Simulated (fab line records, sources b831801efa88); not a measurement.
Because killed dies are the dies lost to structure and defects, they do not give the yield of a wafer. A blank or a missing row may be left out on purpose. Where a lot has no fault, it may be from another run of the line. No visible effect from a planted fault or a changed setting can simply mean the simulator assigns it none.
Chamber matching ; flow sfq_line ; SFQ_TRILAYER_I7_VIA_BARC_OPEN_VIA_ETCH_260 on rie_diel-02 has 4 sister chambers
The step etches BARC in O2, target depth 125 nm, time 41.7 s. 4 wafers are shown with their chamber, then 7 later ones without.

WAFERS WITH THEIR CHAMBER
wafer;chamber;run_length_s (s)
L418.1;3;68.3
L418.2;2;69.8
L424.1;1;70.8
L424.3;0;70.0

WAFERS MISSING THEIR CHAMBER
wafer;run_length_s (s)
L424.4;70.3
L429.2;70.0
L429.3;69.9
L429.5;69.9
L431.1;70.1
L431.2;70.6
L431.6;70.5

THE CHAMBER EACH PASSED THROUGH
wafer;from the rows above;in truth
L424.4;can't be placed: 0 or 1 or 2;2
L429.2;can't be placed: 0 or 2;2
L429.3;can't be placed: 0 or 2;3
L429.5;can't be placed: 0 or 2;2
L431.1;can't be placed: 0 or 2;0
L431.2;1;1
L431.6;can't be placed: 1 or 0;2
Placed correctly: 1 of 7. Not placeable from these rows: 6 (in 4, the candidates include the true chamber). Placed wrongly: 0.
How it was worked out, from the rows above alone: a wafer's distance from a chamber is the root of the sum, over the readings, of the square of ((its reading less the chamber's mean) divided by the reading's scatter). If the next closest chamber is less than 2 further off than the closest, the wafer can't be placed; otherwise it belongs to the closest. A chamber's mean is the mean of its shown wafers. The scatter: with one shown wafer a chamber, the root of the mean of the squares of how far each hidden wafer lies from its nearest shown one.
